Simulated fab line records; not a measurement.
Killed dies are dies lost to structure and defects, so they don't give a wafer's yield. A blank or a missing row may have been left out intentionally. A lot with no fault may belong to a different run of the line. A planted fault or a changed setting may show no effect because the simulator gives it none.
Which of the tools did it? || flow sky130 || 33 wafers from 11 lots sampled at 3 of the route's 708 steps

WHAT THE GAUGES SHOWED, per wafer
SKY_PASSIVATION_THK_MEAS_01. Usual: PASSIVATION_CVD_00_THK 90.2 nm, standard deviation 1.2.
{"lot": "L861", "measured": "day 43 16:19", "on": "film-metro-04", "PASSIVATION_CVD_00_THK (nm)": "88.8 90.8 91.1", "flag": ""}
{"lot": "L862", "measured": "day 44 05:06", "on": "film-metro-04", "PASSIVATION_CVD_00_THK (nm)": "90.0 89.6 92.8", "flag": ""}
{"lot": "L867", "measured": "day 45 21:57", "on": "film-metro-03", "PASSIVATION_CVD_00_THK (nm)": "88.3 90.1 90.4", "flag": ""}
{"lot": "L869", "measured": "day 46 01:04", "on": "film-metro-04", "PASSIVATION_CVD_00_THK (nm)": "89.2 91.2 89.9", "flag": ""}
{"lot": "L870", "measured": "day 46 23:46", "on": "film-metro-02", "PASSIVATION_CVD_00_THK (nm)": "89.9 87.6 88.7", "flag": ""}
{"lot": "L871", "measured": "day 47 01:34", "on": "film-metro-04", "PASSIVATION_CVD_00_THK (nm)": "88.9 90.1 90.4", "flag": ""}
{"lot": "L872", "measured": "day 47 14:58", "on": "film-metro-04", "PASSIVATION_CVD_00_THK (nm)": "89.2 89.1 88.0", "flag": ""}
{"lot": "L881", "measured": "day 49 10:26", "on": "film-metro-04", "PASSIVATION_CVD_00_THK (nm)": "90.6 89.8 92.1", "flag": ""}
{"lot": "L883", "measured": "day 49 14:13", "on": "film-metro-03", "PASSIVATION_CVD_00_THK (nm)": "88.3 91.0 89.5", "flag": ""}
{"lot": "L882", "measured": "day 49 14:47", "on": "film-metro-04", "PASSIVATION_CVD_00_THK (nm)": "89.7 91.1 89.9", "flag": ""}
{"lot": "L884", "measured": "day 49 15:18", "on": "film-metro-04", "PASSIVATION_CVD_00_THK (nm)": "90.2 88.4 90.5", "flag": ""}

EACH LOT AND THE TOOL THAT RAN IT (in order: tool; ch and the chambers of the sampled wafers; start)
{"lot": "L861", "SKY_CAPM_SPUTTER_02": "pvd-sputter-01, day 36 05:52", "SKY_METAL4_ETCH_16": "rie-metal-01 ch 0,1, day 41 14:54"}
{"lot": "L862", "SKY_CAPM_SPUTTER_02": "pvd-sputter-04, day 36 18:46", "SKY_METAL4_ETCH_16": "rie-metal-02 ch 0,1, day 42 03:24"}
{"lot": "L867", "SKY_CAPM_SPUTTER_02": "pvd-sputter-02, day 38 17:04", "SKY_METAL4_ETCH_16": "rie-metal-01 ch 0,1, day 43 22:27"}
{"lot": "L869", "SKY_CAPM_SPUTTER_02": "pvd-sputter-01, day 38 23:14", "SKY_METAL4_ETCH_16": "rie-metal-01 ch 0,1, day 44 03:18"}
{"lot": "L870", "SKY_CAPM_SPUTTER_02": "pvd-sputter-01, day 39 23:46", "SKY_METAL4_ETCH_16": "rie-metal-03 ch 0,1, day 45 02:54"}
{"lot": "L871", "SKY_CAPM_SPUTTER_02": "pvd-sputter-01, day 40 00:53", "SKY_METAL4_ETCH_16": "rie-metal-02 ch 0,1, day 45 03:36"}
{"lot": "L872", "SKY_CAPM_SPUTTER_02": "pvd-sputter-02, day 40 18:26", "SKY_METAL4_ETCH_16": "rie-metal-03 ch 0,1, day 45 18:55"}
{"lot": "L881", "SKY_CAPM_SPUTTER_02": "pvd-sputter-02, day 43 00:31", "SKY_METAL4_ETCH_16": "rie-metal-03 ch 0,1, day 47 17:16"}
{"lot": "L883", "SKY_CAPM_SPUTTER_02": "pvd-sputter-01, day 43 03:45", "SKY_METAL4_ETCH_16": "rie-metal-01 ch 0,1, day 47 21:22"}
{"lot": "L882", "SKY_CAPM_SPUTTER_02": "pvd-sputter-02, day 43 04:15", "SKY_METAL4_ETCH_16": "rie-metal-02 ch 0,1, day 47 21:23"}
{"lot": "L884", "SKY_CAPM_SPUTTER_02": "pvd-sputter-02, day 43 07:03", "SKY_METAL4_ETCH_16": "rie-metal-03 ch 0,1, day 47 22:31"}
- SKY_CAPM_SPUTTER_02: material TiN, target thk 200 nm, time 166.7 s.
- SKY_METAL4_ETCH_16: etches BARC in N2/H2, stops on SiO2, time 88.2 s, target depth 60 nm.

WHAT THE TOOLS THEMSELVES READ (means of the sampled wafers that have a number; where no wafer has one, the mark that the record gives instead)
SKY_CAPM_SPUTTER_02. Usual: 30.3 % for throttle-valve-pct, sd 0.88.
{"lot": "L861", "tool": "pvd-sputter-01", "throttle-valve-pct (%)": 30.2, "flag": ""}
{"lot": "L862", "tool": "pvd-sputter-04", "throttle-valve-pct (%)": 29.5, "flag": ""}
{"lot": "L867", "tool": "pvd-sputter-02", "throttle-valve-pct (%)": 30.6, "flag": ""}
{"lot": "L869", "tool": "pvd-sputter-01", "throttle-valve-pct (%)": 31.0, "flag": ""}
{"lot": "L870", "tool": "pvd-sputter-01", "throttle-valve-pct (%)": 31.4, "flag": ""}
{"lot": "L871", "tool": "pvd-sputter-01", "throttle-valve-pct (%)": 30.2, "flag": ""}
{"lot": "L872", "tool": "pvd-sputter-02", "throttle-valve-pct (%)": 30.2, "flag": ""}
{"lot": "L881", "tool": "pvd-sputter-02", "throttle-valve-pct (%)": 30.6, "flag": ""}
{"lot": "L883", "tool": "pvd-sputter-01", "throttle-valve-pct (%)": 31.3, "flag": ""}
{"lot": "L882", "tool": "pvd-sputter-02", "throttle-valve-pct (%)": 30.2, "flag": ""}
{"lot": "L884", "tool": "pvd-sputter-02", "throttle-valve-pct (%)": 30.1, "flag": ""}

SKY_METAL4_ETCH_16. Usual: bias-w 100.00 W, standard deviation 0.28; chamber-pressure-mTorr 30.00 mTorr, standard deviation 0.031; drypump-motor-current-A 6.0 A, standard deviation 0.52; oes-product-au 0.626 a.u., standard deviation 0.0043; throttle-valve-pct 13.204 %, standard deviation 0.0089.
{"lot": "L861", "tool": "rie-metal-01", "bias-w (W)": 99.94, "chamber-pressure-mTorr (mTorr)": 29.96, "drypump-motor-current-A (A)": 6.3, "oes-product-au (a.u.)": 0.624, "throttle-valve-pct (%)": 13.205, "flag": ""}
{"lot": "L862", "tool": "rie-metal-02", "bias-w (W)": 100.02, "chamber-pressure-mTorr (mTorr)": 30.01, "drypump-motor-current-A (A)": 5.7, "oes-product-au (a.u.)": 0.630, "throttle-valve-pct (%)": 13.205, "flag": ""}
{"lot": "L867", "tool": "rie-metal-01", "bias-w (W)": 99.76, "chamber-pressure-mTorr (mTorr)": 30.02, "drypump-motor-current-A (A)": 5.8, "oes-product-au (a.u.)": 0.626, "throttle-valve-pct (%)": 13.200, "flag": ""}
{"lot": "L869", "tool": "rie-metal-01", "bias-w (W)": 99.65, "chamber-pressure-mTorr (mTorr)": 29.99, "drypump-motor-current-A (A)": 6.3, "oes-product-au (a.u.)": 0.624, "throttle-valve-pct (%)": 13.208, "flag": ""}
{"lot": "L870", "tool": "rie-metal-03", "bias-w (W)": 100.05, "chamber-pressure-mTorr (mTorr)": 30.03, "drypump-motor-current-A (A)": 6.2, "oes-product-au (a.u.)": 0.626, "throttle-valve-pct (%)": 13.200, "flag": ""}
{"lot": "L871", "tool": "rie-metal-02", "bias-w (W)": 100.07, "chamber-pressure-mTorr (mTorr)": 30.02, "drypump-motor-current-A (A)": 5.9, "oes-product-au (a.u.)": 0.624, "throttle-valve-pct (%)": 13.203, "flag": ""}
{"lot": "L872", "tool": "rie-metal-03", "bias-w (W)": 100.17, "chamber-pressure-mTorr (mTorr)": 30.00, "drypump-motor-current-A (A)": 6.1, "oes-product-au (a.u.)": 0.625, "throttle-valve-pct (%)": 13.201, "flag": ""}
{"lot": "L881", "tool": "rie-metal-03", "bias-w (W)": 99.82, "chamber-pressure-mTorr (mTorr)": 29.98, "drypump-motor-current-A (A)": 6.2, "oes-product-au (a.u.)": 0.625, "throttle-valve-pct (%)": 13.209, "flag": ""}
{"lot": "L883", "tool": "rie-metal-01", "bias-w (W)": 100.21, "chamber-pressure-mTorr (mTorr)": 30.03, "drypump-motor-current-A (A)": 6.3, "oes-product-au (a.u.)": 0.621, "throttle-valve-pct (%)": 13.208, "flag": ""}
{"lot": "L882", "tool": "rie-metal-02", "bias-w (W)": 99.94, "chamber-pressure-mTorr (mTorr)": 29.98, "drypump-motor-current-A (A)": 5.9, "oes-product-au (a.u.)": 0.624, "throttle-valve-pct (%)": 13.199, "flag": ""}
{"lot": "L884", "tool": "rie-metal-03", "bias-w (W)": 99.96, "chamber-pressure-mTorr (mTorr)": 29.98, "drypump-motor-current-A (A)": 6.2, "oes-product-au (a.u.)": 0.626, "throttle-valve-pct (%)": 13.207, "flag": ""}

THE ANSWER, worked out from the rows above alone
Rule: lot off if the mean of its wafers having a number is beyond 3 standard deviations from the usual mean. A lot without any number at a reading at which 4 lots or more have one is off too. The other lots that the step has rows for count as sound. The gauges are gone through in route order, then the tools' own readings, and for those a lot's mean is taken as printed above. The first step at which some lot is off is used, and at that step the reading that is off furthest; a lot without a number counts as furthest.
Nothing can be told from this: no lot is off at any reading shown.

WHAT THE SIMULATOR HAD INSERTED
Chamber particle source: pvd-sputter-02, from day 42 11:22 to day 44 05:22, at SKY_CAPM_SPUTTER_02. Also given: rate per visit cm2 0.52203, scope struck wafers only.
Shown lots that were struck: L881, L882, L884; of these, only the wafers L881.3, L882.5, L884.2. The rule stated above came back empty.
